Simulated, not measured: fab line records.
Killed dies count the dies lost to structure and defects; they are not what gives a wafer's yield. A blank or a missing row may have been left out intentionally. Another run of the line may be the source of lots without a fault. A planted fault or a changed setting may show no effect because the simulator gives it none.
Which of the tools did it? / flow gf180mcu / 45 wafers from 15 lots sampled at 2 of the route's 602 steps

## WHAT THE GAUGES READ, wafer by wafer
GF_V4_THK_MEAS_03. Usual: V4_CVD_02_THK typically reads 846 nm, with standard deviation 11.
lot=L133; measured=day 23 10:58; on=film metro-04; V4_CVD_02_THK (nm)=855 857 851; flag=
lot=L134; measured=day 24 05:37; on=film metro-01; V4_CVD_02_THK (nm)=839 860 845; flag=
lot=L136; measured=day 24 17:53; on=film metro-01; V4_CVD_02_THK (nm)=845 847 858; flag=
lot=L135; measured=day 24 20:03; on=film metro-03; V4_CVD_02_THK (nm)=850 842 861; flag=
lot=L137; measured=day 25 04:01; on=film metro-03; V4_CVD_02_THK (nm)=840 852 856; flag=
lot=L138; measured=day 25 15:22; on=film metro-04; V4_CVD_02_THK (nm)=849 839 858; flag=
lot=L140; measured=day 26 05:38; on=film metro-01; V4_CVD_02_THK (nm)=840 839 856; flag=
lot=L146; measured=day 28 02:51; on=film metro-01; V4_CVD_02_THK (nm)=847 836 843; flag=
lot=L149; measured=day 28 17:43; on=film metro-04; V4_CVD_02_THK (nm)=854 851 871; flag=
lot=L150; measured=day 28 20:29; on=film metro-04; V4_CVD_02_THK (nm)=852 857 855; flag=
lot=L151; measured=day 29 02:44; on=film metro-03; V4_CVD_02_THK (nm)=838 856 860; flag=
lot=L153; measured=day 29 11:01; on=film metro-04; V4_CVD_02_THK (nm)=855 850 855; flag=
lot=L154; measured=day 29 18:33; on=film metro-03; V4_CVD_02_THK (nm)=842 821 835; flag=
lot=L155; measured=day 30 03:16; on=film metro-03; V4_CVD_02_THK (nm)=852 863 857; flag=
lot=L156; measured=day 30 04:53; on=film metro-03; V4_CVD_02_THK (nm)=826 843 845; flag=

## WHAT TOOL EACH LOT RAN ON (gives the tool, then ch and the chambers of the sampled wafers, and finally the start)
lot=L133; GF_M4_METAL_ETCH_16=rie metal-02 ch 0,1, day 23 10:03
lot=L134; GF_M4_METAL_ETCH_16=rie metal-04 ch 0,1, day 24 04:44
lot=L136; GF_M4_METAL_ETCH_16=rie metal-02 ch 1, day 24 16:59
lot=L135; GF_M4_METAL_ETCH_16=rie metal-01 ch 0,1, day 24 19:10
lot=L137; GF_M4_METAL_ETCH_16=rie metal-04 ch 0, day 25 02:44
lot=L138; GF_M4_METAL_ETCH_16=rie metal-01 ch 0,1, day 25 14:10
lot=L140; GF_M4_METAL_ETCH_16=rie metal-01 ch 0,1, day 26 04:40
lot=L146; GF_M4_METAL_ETCH_16=rie metal-04 ch 0,1, day 28 01:59
lot=L149; GF_M4_METAL_ETCH_16=rie metal-01 ch 0,1, day 28 16:50
lot=L150; GF_M4_METAL_ETCH_16=rie metal-01 ch 0,1, day 28 19:35
lot=L151; GF_M4_METAL_ETCH_16=rie metal-01 ch 0,1, day 29 01:53
lot=L153; GF_M4_METAL_ETCH_16=rie metal-04 ch 0,1, day 29 10:08
lot=L154; GF_M4_METAL_ETCH_16=rie metal-04 ch 0,1, day 29 17:41
lot=L155; GF_M4_METAL_ETCH_16=rie metal-04 ch 1, day 30 02:17
lot=L156; GF_M4_METAL_ETCH_16=rie metal-02 ch 1, day 30 03:53
- GF_M4_METAL_ETCH_16: etches the open film in Cl2/BCl3, stops on SiO2, target depth 750.8 nm, time 125.1 s.

## AS READ BY THE TOOLS THEMSELVES (means over the sampled wafers that have a number; for cases with no such wafer, the mark the record gives instead)
GF_M4_METAL_ETCH_16. Usual: drypump motor current A 5.7 A, standard deviation 0.52; oes product au 0.990 a.u., standard deviation 0.0052; rf fwd power W 795.7 W, standard deviation 3; throttle valve pct 28.227 %, standard deviation 0.0096.
lot=L133; tool=rie metal-02; drypump motor current A (A)=6.2; oes product au (a.u.)=0.987; rf fwd power W (W)=797.8; throttle valve pct (%)=28.233; flag=
lot=L134; tool=rie metal-04; drypump motor current A (A)=5.2; oes product au (a.u.)=0.994; rf fwd power W (W)=795.0; throttle valve pct (%)=28.222; flag=
lot=L136; tool=rie metal-02; drypump motor current A (A)=6.3; oes product au (a.u.)=0.987; rf fwd power W (W)=794.9; throttle valve pct (%)=28.232; flag=
lot=L135; tool=rie metal-01; drypump motor current A (A)=5.9; oes product au (a.u.)=0.989; rf fwd power W (W)=793.8; throttle valve pct (%)=28.237; flag=
lot=L137; tool=rie metal-04; drypump motor current A (A)=5.3; oes product au (a.u.)=0.988; rf fwd power W (W)=800.4; throttle valve pct (%)=28.229; flag=
lot=L138; tool=rie metal-01; drypump motor current A (A)=6.0; oes product au (a.u.)=0.988; rf fwd power W (W)=795.0; throttle valve pct (%)=28.232; flag=
lot=L140; tool=rie metal-01; drypump motor current A (A)=5.9; oes product au (a.u.)=0.994; rf fwd power W (W)=792.3; throttle valve pct (%)=28.224; flag=
lot=L146; tool=rie metal-04; drypump motor current A (A)=5.0; oes product au (a.u.)=0.990; rf fwd power W (W)=798.5; throttle valve pct (%)=28.219; flag=
lot=L149; tool=rie metal-01; drypump motor current A (A)=5.9; oes product au (a.u.)=0.991; rf fwd power W (W)=792.0; throttle valve pct (%)=28.224; flag=
lot=L150; tool=rie metal-01; drypump motor current A (A)=6.0; oes product au (a.u.)=0.985; rf fwd power W (W)=793.3; throttle valve pct (%)=28.225; flag=
lot=L151; tool=rie metal-01; drypump motor current A (A)=5.9; oes product au (a.u.)=0.993; rf fwd power W (W)=793.0; throttle valve pct (%)=28.228; flag=
lot=L153; tool=rie metal-04; drypump motor current A (A)=5.2; oes product au (a.u.)=0.988; rf fwd power W (W)=796.4; throttle valve pct (%)=28.223; flag=
lot=L154; tool=rie metal-04; drypump motor current A (A)=5.0; oes product au (a.u.)=0.996; rf fwd power W (W)=796.9; throttle valve pct (%)=28.224; flag=
lot=L155; tool=rie metal-04; drypump motor current A (A)=4.9; oes product au (a.u.)=0.994; rf fwd power W (W)=798.6; throttle valve pct (%)=28.226; flag=
lot=L156; tool=rie metal-02; drypump motor current A (A)=6.3; oes product au (a.u.)=0.987; rf fwd power W (W)=797.4; throttle valve pct (%)=28.228; flag=

## THE ANSWER, worked out from the rows above alone
Rule: take the mean of a lot's wafers that have a number; if it is more than 3 standard deviations from the usual mean, the lot is off. Also off: a lot with no number at a reading for which 4 or more lots have one. Any other lot the step has rows for is counted as sound. After the gauges, taken in route order, come the tools' own readings; for these a lot's mean is taken, as printed above. At the first step where some lot is off, the reading lying furthest off is the one used; lots without a number count as furthest.
No lot is off at any reading shown: from this, nothing can be told.

## WHAT THE SIMULATOR PUT IN
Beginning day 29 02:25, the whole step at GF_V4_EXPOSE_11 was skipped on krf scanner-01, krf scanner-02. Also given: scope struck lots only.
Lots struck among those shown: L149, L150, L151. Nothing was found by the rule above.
